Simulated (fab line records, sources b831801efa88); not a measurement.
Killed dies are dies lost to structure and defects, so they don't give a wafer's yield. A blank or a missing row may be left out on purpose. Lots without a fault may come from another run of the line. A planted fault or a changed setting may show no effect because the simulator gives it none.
One fault seen from 2 desks | flow sky130 | each desk has only its own numbers; what lay behind them comes last

THE METROLOGY DESK
What the gauges read, lot by lot, whatever tool the lot ran on: means of the sampled wafers that have a number. A lot is out of limits, marked OUT, if its mean lies more than 4 standard deviations from the usual mean; the brackets give that distance.
Columns: A = cd_nm at SKY_LI_CONTACT_CD_MEAS_12, usual 169.9 nm; B = LI_CONTACT_OVL at SKY_LI_CONTACT_OVL_MEAS_13, usual 3 nm; C = LI_CONTACT_W_RS at SKY_LI_CONTACT_RS_MEAS_22, usual 0.2851 ohm/sq
lot  | first seen here | A     | B  | C
L693 | day 29 02:00    | 170.4 | -0 | 0.2817
L695 | day 30 04:26    | 168.9 | 0  | 0.2854
L702 | day 32 03:28    | 171.6 | 6  | 0.2852
L703 | day 32 23:28    | 169.3 | 11 | 0.2813
L705 | day 33 06:34    | 170.2 | 0  | 0.2849
L713 | day 35 07:04    | 170.1 | 14 | 0.2856
L716 | day 36 04:48    | 169.1 | -3 | 0.2818
This desk's finding: nothing out of limits on any of the 7 lots.

THE TOOL OWNER'S DESK: cvd_w-02
The tool's own readings at SKY_LI_CONTACT_CVD_21 (deposits W, target thk 400 nm, time 120.56 s): means of the sampled wafers that have a number, for each lot that ran on this tool. A lot is out of limits, marked OUT, if its mean lies more than 4 standard deviations from the usual mean; the brackets give that distance.
Columns: A = heater_power_w at SKY_LI_CONTACT_CVD_21, usual 865 W; B = susceptor_temp_C at SKY_LI_CONTACT_CVD_21, usual 400.00 C
lot  | first seen here | A   | B
L693 | day 29 02:43    | 864 | 400.00
L695 | day 30 05:09    | 874 | 399.86
L702 | day 32 04:12    | 868 | 400.17
L703 | day 33 00:12    | 884 | 399.98
L705 | day 33 07:17    | 880 | 400.02
This desk's finding: nothing out of limits on any of the 5 lots.

PUT TOGETHER
The metrology desk saw nothing out of limits.
The tool owner's desk saw nothing out of limits.

WHAT THE SIMULATOR HAD PUT IN
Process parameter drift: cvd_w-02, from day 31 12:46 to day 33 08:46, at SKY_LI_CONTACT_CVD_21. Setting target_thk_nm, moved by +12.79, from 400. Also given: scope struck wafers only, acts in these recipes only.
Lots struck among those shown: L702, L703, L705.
